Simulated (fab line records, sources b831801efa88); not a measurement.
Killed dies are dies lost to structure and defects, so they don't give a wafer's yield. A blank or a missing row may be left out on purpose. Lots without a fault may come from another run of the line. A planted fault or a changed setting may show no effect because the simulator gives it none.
Which tool did it? | flow sky130 | 6 lots, 18 wafers sampled, at 3 steps of a route of 708

WHAT THE GAUGES READ, wafer by wafer
SKY_LI_CONTACT_RS_MEAS_22: measures by four-point-probe.
lot  | measured     | on            | LI_CONTACT_W_RS (ohm/sq)
L661 | day 29 22:23 | film_metro-01 | 0.2854 0.2858 0.2837
L668 | day 32 19:32 | film_metro-01 | 0.2863 0.2825 0.2850
L671 | day 33 05:04 | film_metro-01 | 25.187 24.926 25.453 25.129 24.998 25.503
L673 | day 33 22:25 | film_metro-01 | 0.2808 0.2880 0.2806
L675 | day 34 08:59 | film_metro-01 | 0.2818 0.2854 0.2807
L681 | day 36 04:01 | film_metro-03 | 0.2863 0.2888 0.2844

WHICH TOOL RAN EACH LOT (tool, then ch and the chambers of the sampled wafers, then the start)
lot  | SKY_LI_CONTACT_ETCH_15             | SKY_LI_CONTACT_CVD_21
L661 | rie_diel-03 ch 1,2,3, day 29 21:31 | cvd_w-01 ch 0,1, day 29 22:15
L668 | rie_diel-02 ch 0,1, day 32 18:41   | cvd_w-01 ch 0,1, day 32 19:25
L671 | rie_diel-03 ch 0,1,2, day 33 04:25 | cvd_w-02 ch 0,1, day 33 04:56
L673 | rie_diel-02 ch 0,2,3, day 33 21:43 | cvd_w-01 ch 0,1, day 33 22:17
L675 | rie_diel-03 ch 0,2,3, day 34 08:19 | cvd_w-02 ch 0,1, day 34 08:50
L681 | rie_diel-01 ch 0,2, day 36 03:22   | cvd_w-02 ch 0,1, day 36 03:53
- SKY_LI_CONTACT_ETCH_15: etches PSG in C4F8/O2/Ar, stops on Si, target depth 600 nm.
- SKY_LI_CONTACT_CVD_21: deposits W, target thk 400 nm, time 120.56 s.

THE ANSWER, worked out from the rows above alone
Rule: what is usual is taken from the lots themselves. Put in order of their means at a reading, lots are off if they are a third of the lots or fewer, leave a main group of 4 or more, and stand apart from it by a gap of 3 or more times the standard deviation of the main group's means; of several such gaps the widest counts. A main group whose means are all the same, to the digits that the tables above print for the reading, isn't used. A lot without any number at a reading at which 4 lots or more have one is off too. The other lots that the step has rows for count as sound.
Off: L671, at SKY_LI_CONTACT_RS_MEAS_22 (LI_CONTACT_W_RS). The main group: mean 0.2844 ohm/sq, standard deviation 0.0014.
A tool fits if, at a process step before that reading, it ran every lot that is off, and no sound lot after the first of them. The gauges at SKY_LI_CONTACT_RS_MEAS_22 are tried like those tools. None of those tried fits.

WHAT THE SIMULATOR HAD PUT IN
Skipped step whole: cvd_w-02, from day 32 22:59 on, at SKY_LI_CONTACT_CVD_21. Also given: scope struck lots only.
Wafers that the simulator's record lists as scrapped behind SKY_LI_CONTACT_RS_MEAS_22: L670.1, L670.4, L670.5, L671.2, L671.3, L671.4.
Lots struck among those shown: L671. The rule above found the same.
